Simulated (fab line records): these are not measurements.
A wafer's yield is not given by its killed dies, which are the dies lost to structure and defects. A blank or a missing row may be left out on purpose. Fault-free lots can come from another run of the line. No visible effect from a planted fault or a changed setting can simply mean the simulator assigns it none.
Comparing a struck lot with a sound one	flow sky130	23 steps out of a route of 708
Sound: wafers L628.1, L628.3, L628.6. Wafers L635.1, L635.4, L635.6 were the ones struck. The cause comes at the end.
For every step that has rows: the tool of each side, followed by ch and its chambers, followed by its first start. Under that, the readings that differ: sound wafers	struck wafers	difference of the means	sigmas: that difference in standard deviations of wafers without a fault.
alike: words and numbers the same on both sides, and readings whose means are apart by under 2 such deviations; not compared: readings that were withheld, readings missing a value for some wafer, numbers with overlapping values and no deviation given by the record, and bounds like >300 which may hide the same value.
A row with sigmas, a row that says differs or no value, or rows on one side alone: a step with any of these is where the two part. When numbers do not overlap yet have no deviation, they are printed without sigmas and do not part them. Lack of a reading on every wafer of one side parts them only where that side has two or more wafers.

SKY_LOCAL_INTERCONNECT_STRIP_15: strips in O2/N2.
  sound on plasma-asher-01 ch 0,1, day 33 18:15; struck on plasma-asher-02 ch 0,1, day 35 12:41
  alike: drypump-motor-current-A, o2-flow-sccm, oes-product-au, strip-time-to-endpoint-s
  not compared: rf-hours-counter-h
then, 3 steps without rows for these wafers: SKY_LOCAL_INTERCONNECT_STRIP_16 (strips in post etch residue remover, time 1200 s); SKY_LOCAL_INTERCONNECT_CLEAN_17 (cleans in IPA, time 180 s); SKY_LOCAL_INTERCONNECT_CLEAN_18 (cleans in O3/DIW).
SKY_CONTACT_CVD_00: deposits Si3N4, target thk 75 nm.
  sound on pecvd-03 ch 0,1,2, day 33 18:53; struck on pecvd-02 ch 0,2, day 35 13:17
  alike: heater-power-w
SKY_CONTACT_THK_MEAS_01:
  struck on film-metro-03, day 35 13:19; sound on film-metro-01, day 33 18:56
  alike: CONTACT_CVD_00_THK
then, 1 step without rows for these wafers: SKY_CONTACT_HDPCVD_02 (deposits SiO2, target thk 565 nm, time 94.2 s).
SKY_CONTACT_THK_MEAS_03:
  struck on film-metro-02, day 35 13:26; sound on film-metro-02, day 33 19:03
  alike: CONTACT_HDPCVD_THK
SKY_CONTACT_CMP_04: polishes SiO2.
  sound on cmp-01 ch 0,2,3, day 33 19:07; struck on cmp-02 ch 0,1,2, day 35 13:30
  alike: motor-current-A, retaining-ring-pressure-frac, time-to-endpoint-s
SKY_CONTACT_BOW_MEAS_05:
  struck on film-metro-01, day 35 13:48; sound on film-metro-03, day 33 19:25
  alike: CONTACT_BOW
then, 2 steps without rows for these wafers: SKY_CONTACT_DEHYDRATE_06 (time 60 s); SKY_CONTACT_HMDS_07 (prime time 60 s).
SKY_CONTACT_COAT_08: resist thk 60 nm.
  sound on litho-track-01 ch 0, day 34 07:55; struck on litho-track-01 ch 0, day 36 02:40
reading	sound	struck	difference	sigmas
spin-speed-rpm (rpm)	3002.4 3000.7 3000.9	2518.3 2515.7 2522.8	-482.4	-99 or more
  alike: dispense-pressure-kPa
then, 5 steps without rows for these wafers: SKY_CONTACT_COAT_09 (resist thk 450 nm); SKY_CONTACT_SOFTBAKE_10 (time 90 s); SKY_CONTACT_EXPOSE_11 (exposes mask CTM1, target cd 170 nm); SKY_CONTACT_PEB_12; SKY_CONTACT_DEVELOP_13 (develop time 60 s).
SKY_CONTACT_CD_MEAS_14: target cd 170 nm.
  struck on cd-sem-01, day 36 16:04; sound on cd-sem-01, day 34 22:01
  alike: cd-nm
SKY_CONTACT_OVL_MEAS_15:
  struck on overlay-01, day 36 16:11; sound on overlay-02, day 34 22:08
reading	sound	struck	difference	sigmas
CONTACT_OVL (nm)	-12 -10 -11	0 7 -3	+12	+2
SKY_CONTACT_ETCH_16: etches BARC in N2/H2, stops on SiO2, time 45.9 s, target depth 60 nm.
  sound on rie-diel-02 ch 2,3, day 34 22:10; struck on rie-diel-02 ch 0,2, day 36 16:14
reading	sound	struck	difference	sigmas
oes-product-au (a.u.)	0.853 0.845 0.861	0.907 0.903 0.910	+0.054	+11
model.etch.depth-nm (nm)	60.13 59.84 60.29	65.98 65.96 65.92	+5.87	
  alike: drypump-motor-current-A, throttle-valve-pct
  not compared: rf-hours-counter-h
SKY_CONTACT_ETCH_17: etches SiO2 in C4F8/O2/Ar, stops on Si3N4, target depth 340 nm.
  sound on rie-diel-02 ch 2,3, day 34 22:13; struck on rie-diel-02 ch 0,2, day 36 16:16
  alike: oes-product-au
-- the record jumps here: 13 days lie between the struck wafers' starts before and after (it left off in module CONTACT and takes up again in module PAD_OPEN, whose first step shown is number 708 of the route) --
SKY_PAD_OPEN_PROBE_99:
  the record has rows for the struck wafers here (prober-01, day 49 16:10) and none for the sound ones

== WHERE THEY PART ==
Last at SKY_PAD_OPEN_PROBE_99 as far as this record goes, first at SKY_CONTACT_COAT_08.

WHY: what the simulator had put in
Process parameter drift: litho-track-01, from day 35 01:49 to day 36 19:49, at SKY_CONTACT_COAT_08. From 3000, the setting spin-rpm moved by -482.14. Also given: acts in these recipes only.
